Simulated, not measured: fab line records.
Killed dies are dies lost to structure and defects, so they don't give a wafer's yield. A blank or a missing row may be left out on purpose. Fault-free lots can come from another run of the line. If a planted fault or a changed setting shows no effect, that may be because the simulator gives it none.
Comparing a struck lot with a sound one	flow sky130	14 steps out of a route of 708
Sound: wafers L646.3, L646.4, L646.5. The struck wafers were L637.2, L637.3, L637.6. Last of all comes the cause.
Order at every step that has rows: each side's tool, ch and its chambers, its first start. Under that, the readings that differ: sound wafers	struck wafers	difference of the means	sigmas: that difference in standard deviations of wafers without a fault.
alike: a reading whose means differ by less than 2 such deviations, as well as words and numbers matching on both sides. not compared: withheld readings; readings where some wafer has no value; bounds like >300 that might hide an equal value; numbers whose values overlap and for which the record gives no deviation.
Wherever a step has rows on one side only, a row that says differs or no value, or a row with sigmas, the two part there. Numbers that have no deviation but don't overlap get no sigmas and don't part them. Lack of a reading on every wafer of one side parts them only where that side has two or more wafers.

first, 6 steps without rows for these wafers: SKY_PASSIVATION_HMDS_05 (prime time 60 s); SKY_PASSIVATION_COAT_06 (resist thk 3000 nm); SKY_PASSIVATION_SOFTBAKE_07; SKY_PASSIVATION_EXPOSE_08 (exposes mask NSM, target cd 3000 nm); SKY_PASSIVATION_PEB_09; SKY_PASSIVATION_DEVELOP_10 (develop time 60 s).
SKY_PASSIVATION_ETCH_11: etches the open film in CF4/O2, stops on AlCu, target depth 725 nm, time 161.1 s.
  sound on rieDiel-02 ch 1,2,3, day 49 08:44; struck on rieDiel-03 ch 1,2,3, day 47 10:32
  alike: drypumpMotorCurrentA, oesProductAu, throttleValvePct
  not compared: rfHoursCounterH
SKY_PASSIVATION_STRIP_12: strips in O2/N2.
  sound on plasmaAsher-04 ch 0,1, day 49 08:53; struck on plasmaAsher-04 ch 0,1, day 47 10:38
  alike: drypumpMotorCurrentA, oesProductAu, stripTimeToEndpointS
  not compared: rfHoursCounterH
then, 4 steps without rows for these wafers: SKY_PAD_OPEN_DEHYDRATE_00 (time 60 s); SKY_PAD_OPEN_HMDS_01 (prime time 60 s); SKY_PAD_OPEN_COAT_02 (resist thk 3000 nm); SKY_PAD_OPEN_SOFTBAKE_03.
SKY_PAD_OPEN_EXPOSE_04: exposes mask PDM, target cd 60000 nm.
  sound on ilineStepper-01 ch 0, day 49 16:56; struck on ilineStepper-02, day 47 19:38
  no value came back on the struck wafers for exposureDoseMJCm2, focusOffsetNm (nm); on the sound wafers exposureDoseMJCm2 reads 260.18 260.15 259.91
  alike: mask
after that, 1 step had no rows for these wafers: SKY_PAD_OPEN_PEB_05.

== WHERE THEY PART ==
Only at SKY_PAD_OPEN_EXPOSE_04, within this record.

WHY: what the simulator had put in
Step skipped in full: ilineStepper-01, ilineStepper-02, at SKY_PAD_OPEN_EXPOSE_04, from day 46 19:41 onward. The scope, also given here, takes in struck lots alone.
